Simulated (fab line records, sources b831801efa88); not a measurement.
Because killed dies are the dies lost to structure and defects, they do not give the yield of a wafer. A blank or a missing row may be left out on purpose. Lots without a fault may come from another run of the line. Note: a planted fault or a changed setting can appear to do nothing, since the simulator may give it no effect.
fab line records    flow sky130
[record] lots = 12  wafers = 36  last-day = 50
route steps=708 shown FIELD_ISO@11 NWELL@34 DNWELL@43 PAD_OPEN@708
lots untouched by any fault: they come from a run of this same line in which no faults occurred
start-h: hours from the record's first day to the start of the lot's first wafer shown    wait-h: hours from the lot's prior step to this one    " as in the row above    L1.1+2: a single row standing in for several wafers    - no value, or no start given    * or withheld: withheld    < > ~ a bound
route shown NAME@n: names a module that has steps shown in the file, with the first one's number in the route    usual: mean/standard deviation taken from wafers without a fault    same: alike in all rows    chamber/n: place in a boat    sites: readings site by site    _std_site: the standard deviation of these    _edge_site: outer sites' mean less inner sites'    radius-mm: how far each site lies from the wafer's centre    mask NAME#n: copy n    behind: the last tool/chamber to shape the wafer    hold: reason for holding the lot/hours on hold/outcome of the hold    device: the n, p or np transistor that did not switch    end of line: the same wafers' tests at the end of the route    a step without rows: its recipe alone    killed: at the first sort, the dies lost to defects and structure; wafer yield is something else    map: shows each die of a wafer: x if killed, . if not, _ if none is there
set.NAME: the setting as run; set.NAME@STEP: as run at that earlier step    model.NAME: the simulator's own value behind a step, which no gauge read
the route's steps for a sample of lots (tables are steps, rows are wafers)
services: a tool's chamber out of use, with start hour (start-h, from the record's first day; less than 0 if before it), hours out, and reason
[[steps]]
[step SKY_FIELD_ISO_EXPOSE_10]
[recipe] mask-id = FOM  na = 0.68  source-shape = annular  sigma-inner = 0.4  sigma-outer = 0.8  target-cd-nm = 150  dose-mj = 28
[usual] exposure-dose-mJ-cm2 = 27.992/0.029
lot.wafer  tool            chamber  start-h  wait-h  mask      exposure-dose-mJ-cm2
L728.1     krf-scanner-02  0        23.09    -       FOM#0     28.038
L728.5     "               0        "        "       FOM#0     28.049
L728.6     "               0        "        "       FOM#0     28.028
L733.1     krf-scanner-02  0        47.88    -       FOM#0     27.905
L733.2     "               0        "        "       FOM#0     27.969
L733.5     "               0        "        "       FOM#0     27.951
L737.2     krf-scanner-01  0        66.62    -       FOM_R1#0  28.020
L737.4     "               0        "        "       FOM_R1#0  27.974
L737.6     "               0        "        "       FOM_R1#0  27.989
L739.3     krf-scanner-01  0        77.39    -       FOM#0     27.942
L739.5     "               0        "        "       FOM#0     27.960
L739.6     "               0        "        "       FOM#0     27.939
L740.1     krf-scanner-02  0        98.51    -       FOM#0     28.013
L740.3     "               0        "        "       FOM#0     28.007
L740.5     "               0        "        "       FOM#0     27.982
L742.2     krf-scanner-02  0        98.76    -       FOM#0     28.026
L742.3     "               0        "        "       FOM#0     27.981
L742.6     "               0        "        "       FOM#0     27.957
L744.2     krf-scanner-01  0        105.26   -       FOM#0     28.022
L744.3     "               0        "        "       FOM#0     27.956
L744.5     "               0        "        "       FOM#0     28.015
L747.1     krf-scanner-01  0        117.95   -       FOM#0     28.053
L747.2     "               0        "        "       FOM#0     28.018
L747.4     "               0        "        "       FOM#0     28.005
L748.1     krf-scanner-02  0        125.11   -       FOM#0     27.954
L748.2     "               0        "        "       FOM#0     27.963
L748.6     "               0        "        "       FOM#0     27.992
L749.1     krf-scanner-01  0        129.09   -       FOM#0     28.003
L749.2     "               0        "        "       FOM#0     28.005
L749.3     "               0        "        "       FOM#0     28.024
L750.1     krf-scanner-02  0        136.29   -       FOM#0     27.967
L750.2     "               0        "        "       FOM#0     27.982
L750.5     "               0        "        "       FOM#0     28.009
L751.1     krf-scanner-01  0        139.94   -       FOM#0     27.997
L751.5     "               0        "        "       FOM#0     27.987
L751.6     "               0        "        "       FOM#0     27.996
[step SKY_FIELD_ISO_CD_MEAS_13]
[recipe] target-cd-nm = 150
[usual] cd-nm = 150.3/1.4
lot.wafer  tool       chamber  start-h  wait-h  cd-nm
L728.1     cd-sem-01  -        30.92    -       149.5
L728.5     "          -        "        "       149.0
L728.6     "          -        "        "       149.9
L733.1     cd-sem-02  -        55.28    -       151.9
L733.2     "          -        "        "       152.3
L733.5     "          -        "        "       152.3
L737.2     cd-sem-02  -        74.99    -       134.3
L737.4     "          -        "        "       133.3
L737.6     "          -        "        "       133.9
L739.3     cd-sem-01  -        84.06    -       150.4
L739.5     "          -        "        "       150.4
L739.6     "          -        "        "       150.5
L740.1     cd-sem-02  -        107.27   -       149.1
L740.3     "          -        "        "       150.7
L740.5     "          -        "        "       150.9
L742.2     cd-sem-02  -        107.89   -       149.5
L742.3     "          -        "        "       151.6
L742.6     "          -        "        "       151.6
L744.2     cd-sem-02  -        114.69   -       149.2
L744.3     "          -        "        "       150.8
L744.5     "          -        "        "       149.5
L747.1     cd-sem-02  -        126.77   -       152.2
L747.2     "          -        "        "       151.6
L747.4     "          -        "        "       152.4
L748.1     cd-sem-02  -        135.02   -       151.1
L748.2     "          -        "        "       151.3
L748.6     "          -        "        "       149.0
L749.1     cd-sem-01  -        137.77   -       153.2
L749.2     "          -        "        "       152.8
L749.3     "          -        "        "       152.8
L750.1     cd-sem-01  -        145.77   -       149.1
L750.2     "          -        "        "       150.7
L750.5     "          -        "        "       149.5
L751.1     cd-sem-02  -        149.42   -       147.8
L751.5     "          -        "        "       148.9
L751.6     "          -        "        "       149.4
[step SKY_NWELL_THK_MEAS_02]
[recipe] reads = SiO2_of_NWELL_OXIDATION_01
[usual] NWELL_OXIDATION_THK = 9.96/0.2
lot.wafer  tool           chamber  start-h  wait-h  NWELL_OXIDATION_THK[nm]
L728.1     film-metro-04  -        40.92    0.0     9.91
L728.5     "              -        "        "       10.07
L728.6     "              -        "        "       9.88
L733.1     film-metro-04  -        64.12    0.0     9.96
L733.2     "              -        "        "       9.84
L733.5     "              -        "        "       9.73
L737.2     film-metro-04  -        87.69    0.0     9.79
L737.4     "              -        "        "       9.56
L737.6     "              -        "        "       9.83
L739.3     film-metro-02  -        95.18    0.0     10.55
L739.5     "              -        "        "       10.43
L739.6     "              -        "        "       10.27
L740.1     film-metro-03  -        116.09   0.0     9.89
L740.3     "              -        "        "       9.89
L740.5     "              -        "        "       9.98
L742.2     film-metro-02  -        116.10   0.0     9.87
L742.3     "              -        "        "       9.99
L742.6     "              -        "        "       9.83
L744.2     film-metro-02  -        124.71   0.0     9.99
L744.3     "              -        "        "       10.17
L744.5     "              -        "        "       10.22
L747.1     film-metro-02  -        133.62   0.0     9.85
L747.2     "              -        "        "       9.81
L747.4     "              -        "        "       9.91
L748.1     film-metro-02  -        141.35   0.0     9.85
L748.2     "              -        "        "       9.94
L748.6     "              -        "        "       10.02
L749.1     film-metro-02  -        146.03   0.0     10.15
L749.2     "              -        "        "       10.18
L749.3     "              -        "        "       9.94
L750.1     film-metro-02  -        152.94   0.0     10.07
L750.2     "              -        "        "       10.15
L750.5     "              -        "        "       9.93
L751.1     film-metro-02  -        156.49   0.0     10.18
L751.5     "              -        "        "       10.30
L751.6     "              -        "        "       10.13
[step SKY_DNWELL_STRIP_08]
[recipe] chemistry = O2/N2  power-w = 1400  pressure-mtorr = 1500  platen-temp-c = withheld  o2-flow-sccm = 3000  n2-flow-sccm = 300  overash-fraction = 0.5
[usual] drypump-motor-current-A = 6.0/0.31  oes-product-au = 0.722/0.005  strip-time-to-endpoint-s = 36.91/0.095
lot.wafer  tool             chamber  start-h  wait-h  drypump-motor-current-A  oes-product-au  rf-hours-counter-h  strip-time-to-endpoint-s
L728.1     plasma-asher-03  1        56.88    0.1     6.0                      0.729           36                  36.96
L728.5     "                1        "        "       6.0                      0.716           -                   36.90
L728.6     "                0        "        "       6.4                      0.718           -                   36.95
L733.1     plasma-asher-02  1        80.62    0.1     5.6                      0.724           41                  36.80
L733.2     "                0        "        "       5.8                      0.716           41                  36.97
L733.5     "                1        "        "       5.6                      0.716           -                   37.08
L737.2     plasma-asher-01  0        104.47   0.1     6.4                      0.730           43                  36.83
L737.4     "                0        "        "       6.4                      0.724           -                   36.91
L737.6     "                0        "        "       6.4                      0.719           -                   36.86
L739.3     plasma-asher-03  0        113.75   0.2     6.5                      0.728           -                   36.82
L739.5     "                0        "        "       6.4                      0.719           -                   36.95
L739.6     "                1        "        "       6.0                      0.728           -                   37.01
L740.1     plasma-asher-03  0        134.57   0.1     6.4                      0.717           44                  36.86
L740.3     "                1        "        "       6.0                      0.717           -                   36.83
L740.5     "                1        "        "       6.0                      0.724           -                   36.86
L742.2     plasma-asher-02  0        135.08   0.1     5.8                      0.724           2                   36.86
L742.3     "                0        "        "       5.8                      0.728           -                   36.92
L742.6     "                0        "        "       5.8                      0.715           -                   36.65
L744.2     plasma-asher-02  1        144.28   0.1     5.6                      0.716           3                   36.71
L744.3     "                0        "        "       5.9                      0.721           -                   36.77
L744.5     "                0        "        "       5.8                      0.722           -                   36.69
L747.1     plasma-asher-03  1        152.76   0.1     6.0                      0.722           46                  36.96
L747.2     "                0        "        "       6.4                      0.727           46                  36.96
L747.4     "                0        "        "       6.4                      0.722           -                   36.88
L748.1     plasma-asher-01  1        161.51   0.1     5.9                      0.719           49                  36.86
L748.2     "                0        "        "       6.4                      0.729           49                  36.89
L748.6     "                1        "        "       6.0                      0.724           -                   36.77
L749.1     plasma-asher-02  0        166.27   0.1     5.8                      0.714           5                   36.95
L749.2     "                1        "        "       5.6                      0.722           5                   37.04
L749.3     "                0        "        "       5.8                      0.718           -                   36.94
L750.1     plasma-asher-03  1        172.81   0.1     6.0                      0.722           48                  36.78
L750.2     "                0        "        "       6.4                      0.718           48                  36.85
L750.5     "                0        "        "       6.4                      0.724           -                   36.93
L751.1     plasma-asher-02  0        176.86   0.1     5.9                      0.722           6                   36.96
L751.5     "                0        "        "       5.8                      0.729           -                   37.07
L751.6     "                1        "        "       5.6                      0.721           -                   37.00
[step SKY_NWELL_TW_MEAS_26]
[usual] NWELL_2_TW = 497.7/2
lot.wafer  tool           chamber  start-h  wait-h  NWELL_2_TW
L728.1     film-metro-02  -        105.10   0.1     498.1
L728.5     "              -        "        "       497.0
L728.6     "              -        "        "       499.5
L733.1     film-metro-03  -        130.37   0.1     497.1
L733.2     "              -        "        "       498.0
L733.5     "              -        "        "       496.2
L737.2     film-metro-02  -        160.98   0.1     497.7
L737.4     "              -        "        "       499.5
L737.6     "              -        "        "       497.5
L739.3     film-metro-03  -        171.69   0.1     501.7
L739.5     "              -        "        "       500.9
L739.6     "              -        "        "       497.8
L740.1     film-metro-03  -        196.76   0.1     499.9
L740.3     "              -        "        "       498.4
L740.5     "              -        "        "       501.2
L742.2     film-metro-04  -        197.71   0.1     499.6
L742.3     "              -        "        "       500.2
L742.6     "              -        "        "       499.1
L744.2     film-metro-03  -        207.63   0.1     499.9
L744.3     "              -        "        "       501.3
L744.5     "              -        "        "       497.5
L747.1     film-metro-03  -        217.42   0.1     497.7
L747.2     "              -        "        "       497.7
L747.4     "              -        "        "       499.7
L748.1     film-metro-04  -        225.51   0.1     497.6
L748.2     "              -        "        "       498.1
L748.6     "              -        "        "       499.5
L749.1     film-metro-03  -        233.72   0.1     496.8
L749.2     "              -        "        "       495.6
L749.3     "              -        "        "       495.7
L750.1     film-metro-04  -        239.40   0.1     497.5
L750.2     "              -        "        "       495.0
L750.5     "              -        "        "       500.0
L751.1     film-metro-04  -        245.01   0.1     499.1
L751.5     "              -        "        "       499.8
L751.6     "              -        "        "       495.5
[step SKY_PAD_OPEN_PROBE_99]
[usual] killed_at_M0_to_M3 = 44/7.1  killed_at_M4_up = 3.3/1.8  killed-at-contacts = 24/5.1  killed-at-front-end = 16/4.7  killed-at-other = 0.3/0.52  killed-dies = 87/9.7  killed-open = 47/6.8  killed-short = 39/6.7
[same] gross-dies = 492  killed-at-back-side = 0
lot.wafer  tool       chamber  start-h  wait-h  killed_at_M0_to_M3  killed_at_M4_up  killed-at-contacts  killed-at-front-end  killed-at-other  killed-dies  killed-open  killed-short
L728.1     prober-02  -        1073.39  0.1     44                  6                24                  16                   1                91           49           42
L728.5     prober-02  -        1073.59  0.2     41                  3                19                  15                   0                78           37           41
L728.6     prober-02  -        1073.64  0.2     43                  2                18                  10                   0                73           48           25
L737.2     prober-02  -        1125.73  0.1     42                  5                18                  16                   0                81           41           38
L737.4     prober-02  -        1125.83  0.2     53                  4                22                  20                   0                99           52           41
L737.6     prober-02  -        1125.93  0.2     42                  3                18                  17                   0                80           53           25
L740.1     prober-02  -        1155.45  0.1     37                  3                18                  14                   0                72           37           34
L740.3     prober-02  -        1155.55  0.2     40                  6                26                  23                   1                96           45           50
L740.5     prober-02  -        1155.65  0.2     39                  5                22                  25                   0                91           39           52
L742.2     prober-01  -        1157.00  0.1     51                  2                24                  17                   0                94           53           41
L742.3     prober-01  -        1157.05  0.2     46                  3                24                  9                    0                82           42           40
L742.6     prober-01  -        1157.20  0.2     48                  7                14                  20                   1                90           52           38
L748.1     prober-01  -        1175.84  0.1     39                  0                21                  20                   0                80           39           41
L748.2     prober-01  -        1175.89  0.1     45                  3                21                  18                   0                87           43           44
L748.6     prober-01  -        1176.09  0.2     45                  0                15                  19                   0                79           41           38
L749.1     prober-02  -        1181.06  0.1     37                  3                24                  23                   1                88           51           36
L749.2     prober-02  -        1181.11  0.1     49                  5                18                  22                   0                94           56           37
L749.3     prober-02  -        1181.16  0.2     46                  3                32                  11                   0                92           46           46
L751.1     prober-02  -        1192.17  0.1     54                  2                22                  24                   2                104          54           49
L751.5     prober-02  -        1192.37  0.2     31                  3                25                  16                   1                76           38           37
L751.6     prober-02  -        1192.42  0.2     44                  5                25                  16                   0                90           45           45
// killed by level:class
L728.1 VIA1:geometric-particle:open=11 LI_CONTACT:geometric-particle:open=10 METAL1:geometric-particle:short=7 CONTACT:geometric-particle:open=6 VIA2:geometric-particle:open=5 POLY_GATE:geometric-particle:short=5 METAL3:geometric-particle:short=5 FIELD_ISO:geometric-particle:short=4
L728.5 VIA1:geometric-particle:open=11 CONTACT:geometric-particle:short=8 VIA3:geometric-particle:open=5 CONTACT:geometric-particle:open=5 FIELD_ISO:geometric-particle:short=4 POLY_GATE:geometric-particle:open=4 METAL1:geometric-particle:short=4 LOCAL_INTERCONNECT:geometric-particle:short=4
L728.6 VIA1:geometric-particle:open=14 VIA3:geometric-particle:open=9 CONTACT:geometric-particle:open=7 VIA1:geometric-particle:short=7 VIA2:geometric-particle:open=5 CONTACT:geometric-particle:short=4 METAL3:geometric-particle:short=3 LI_CONTACT:geometric-particle:open=3
L737.2 VIA1:geometric-particle:open=12 CONTACT:geometric-particle:open=7 METAL4:geometric-particle:short=5 VIA3:geometric-particle:open=5 VIA1:geometric-particle:short=5 FIELD_ISO:geometric-particle:short=4 POLY_GATE:geometric-particle:open=4 LOCAL_INTERCONNECT:geometric-particle:short=4
L737.4 VIA1:geometric-particle:open=20 CONTACT:geometric-particle:open=10 CONTACT:geometric-particle:short=6 METAL2:geometric-particle:short=6 VIA2:geometric-particle:open=6 FIELD_ISO:area-expose=6 METAL1:geometric-particle:short=5 VIA3:geometric-particle:open=5
L737.6 VIA1:geometric-particle:open=12 VIA2:geometric-particle:open=9 CONTACT:geometric-particle:open=8 VIA3:geometric-particle:open=7 FIELD_ISO:geometric-particle:open=4 FIELD_ISO:geometric-particle:short=4 LI_CONTACT:geometric-particle:open=4 VIA1:geometric-particle:short=4
L740.1 VIA1:geometric-particle:open=7 CONTACT:geometric-particle:open=6 VIA2:geometric-particle:open=5 VIA3:geometric-particle:open=5 FIELD_ISO:geometric-particle:short=4 LI_CONTACT:geometric-particle:open=4 METAL2:geometric-particle:short=4 POLY_GATE:geometric-particle:short=3
L740.3 CONTACT:geometric-particle:open=10 VIA1:geometric-particle:open=10 CONTACT:geometric-particle:short=7 FIELD_ISO:geometric-particle:short=6 METAL4:geometric-particle:short=6 VIA2:geometric-particle:short=5 LOCAL_INTERCONNECT:geometric-particle:short=5 VIA1:geometric-particle:short=5
L740.5 FIELD_ISO:geometric-particle:short=9 METAL1:geometric-particle:short=9 CONTACT:geometric-particle:open=9 VIA1:geometric-particle:open=7 FIELD_ISO:geometric-particle:open=6 METAL2:geometric-particle:short=5 VIA3:geometric-particle:open=5 METAL4:geometric-particle:short=4
L742.2 CONTACT:geometric-particle:open=12 VIA1:geometric-particle:short=10 VIA1:geometric-particle:open=9 VIA3:geometric-particle:open=8 FIELD_ISO:geometric-particle:open=7 METAL2:geometric-particle:short=6 VIA2:geometric-particle:open=5 FIELD_ISO:geometric-particle:short=4
L742.3 VIA1:geometric-particle:open=11 CONTACT:geometric-particle:open=10 CONTACT:geometric-particle:short=7 VIA3:geometric-particle:open=6 FIELD_ISO:geometric-particle:short=5 VIA2:geometric-particle:open=5 VIA1:geometric-particle:short=5 METAL2:geometric-particle:short=5
L742.6 VIA1:geometric-particle:open=10 METAL2:geometric-particle:short=8 VIA2:geometric-particle:open=8 POLY_GATE:geometric-particle:open=6 VIA1:geometric-particle:short=6 FIELD_ISO:geometric-particle:open=5 LI_CONTACT:geometric-particle:open=5 CONTACT:geometric-particle:open=4
L748.1 VIA3:geometric-particle:open=8 POLY_GATE:geometric-particle:short=6 CONTACT:geometric-particle:short=6 FIELD_ISO:geometric-particle:open=5 VIA1:geometric-particle:open=5 CONTACT:geometric-particle:open=5 VIA3:geometric-particle:short=5 POLY_GATE:geometric-particle:open=4
L748.2 CONTACT:geometric-particle:open=10 FIELD_ISO:geometric-particle:short=9 METAL1:geometric-particle:short=7 VIA1:geometric-particle:open=7 VIA3:geometric-particle:open=6 LI_CONTACT:geometric-particle:open=5 VIA2:geometric-particle:short=5 FIELD_ISO:geometric-particle:open=4
L748.6 VIA1:geometric-particle:open=10 VIA3:geometric-particle:open=8 METAL2:geometric-particle:short=7 POLY_GATE:geometric-particle:short=6 VIA2:geometric-particle:open=6 CONTACT:geometric-particle:short=5 VIA2:geometric-particle:short=5 FIELD_ISO:geometric-particle:open=4
L749.1 CONTACT:geometric-particle:open=12 VIA1:geometric-particle:open=10 VIA3:geometric-particle:open=7 FIELD_ISO:geometric-particle:open=5 POLY_GATE:geometric-particle:open=5 FIELD_ISO:geometric-particle:short=4 LI_CONTACT:geometric-particle:open=4 CONTACT:geometric-particle:short=4
L749.2 VIA1:geometric-particle:open=21 CONTACT:geometric-particle:open=9 FIELD_ISO:geometric-particle:open=8 FIELD_ISO:geometric-particle:short=5 METAL2:geometric-particle:short=5 CONTACT:geometric-particle:short=5 VIA3:geometric-particle:open=5 METAL4:geometric-particle:short=5
L749.3 CONTACT:geometric-particle:open=10 VIA2:geometric-particle:open=9 METAL2:geometric-particle:short=8 VIA3:geometric-particle:open=7 LOCAL_INTERCONNECT:geometric-particle:short=6 VIA1:geometric-particle:open=6 LI_CONTACT:geometric-particle:short=5 VIA1:geometric-particle:short=5
L751.1 VIA1:geometric-particle:open=16 CONTACT:geometric-particle:open=9 FIELD_ISO:geometric-particle:short=8 VIA3:geometric-particle:open=7 VIA1:geometric-particle:short=7 VIA2:geometric-particle:open=6 CONTACT:geometric-particle:short=5 METAL2:geometric-particle:short=5
L751.5 CONTACT:geometric-particle:open=9 METAL2:geometric-particle:short=8 FIELD_ISO:geometric-particle:open=7 CONTACT:geometric-particle:short=7 LI_CONTACT:geometric-particle:open=4 VIA1:geometric-particle:short=4 VIA1:geometric-particle:open=4 LOCAL_INTERCONNECT:geometric-particle:open=3
L751.6 VIA1:geometric-particle:short=7 LOCAL_INTERCONNECT:geometric-particle:short=7 CONTACT:geometric-particle:open=7 METAL1:geometric-particle:short=7 VIA2:geometric-particle:open=6 POLY_GATE:geometric-particle:open=6 METAL2:geometric-particle:short=5 VIA3:geometric-particle:open=5
[[services]]
tool             chamber  start-h  hours  kind
krf-scanner-01   0        1.15     -      calibration
krf-scanner-02   -        5.63     1.3    pm
plasma-asher-01  -        22.47    3.1    repair
plasma-asher-01  -        25.75    1.7    repair
krf-scanner-02   -        26.17    0.3    repair
krf-scanner-01   -        42.63    0.8    pm
krf-scanner-02   -        44.56    2.9    repair
krf-scanner-02   0        57.25    -      calibration
krf-scanner-02   -        65.03    1.0    pm
krf-scanner-01   -        74.96    0.2    repair
krf-scanner-01   -        84.68    1.0    pm
krf-scanner-02   -        101.85   0.8    pm
plasma-asher-02  -        108.75   9.0    pm
plasma-asher-02  0        108.75   9.0    vent-cycle
plasma-asher-02  1        108.75   9.0    vent-cycle
krf-scanner-01   -        110.15   3.6    pm
plasma-asher-02  0        117.75   -      clean
plasma-asher-02  1        117.75   -      clean
krf-scanner-01   -        119.33   1.3    pm
krf-scanner-02   -        132.37   0.5    repair
krf-scanner-02   -        138.49   0.8    pm
krf-scanner-02   -        139.54   1.5    repair
plasma-asher-01  -        167.51   2.8    pm
[[key]]
[first-sign] step = SKY_FIELD_ISO_EXPOSE_10  reading = mask  direction = changed
[effect] step = SKY_FIELD_ISO_CD_MEAS_13  reading = cd-nm  direction = down  sigmas = 11  usual = 150.3  struck = 133.8
met-at SKY_FIELD_ISO_EXPOSE_10
struck-lots L737
tester-left-out L737
not-acting-at SKY_NWELL_THK_MEAS_02,SKY_DNWELL_STRIP_08,SKY_NWELL_TW_MEAS_26
[fault] kind = wrong-mask  tool = any  chamber = -  onset-h = 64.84  steps = SKY_FIELD_ISO_EXPOSE_10  aux-copy = FOM_R1#0  cd-offset-nm = -18  scope = struck-lots-only
// tester-left-out: of these lots the tester's yield and bins aren't shown, on N5 and GAA mostly nor the transistor test; their killed dies are dies lost to structure and defects alone, not to doping, threshold or leakage, so they don't give the yield
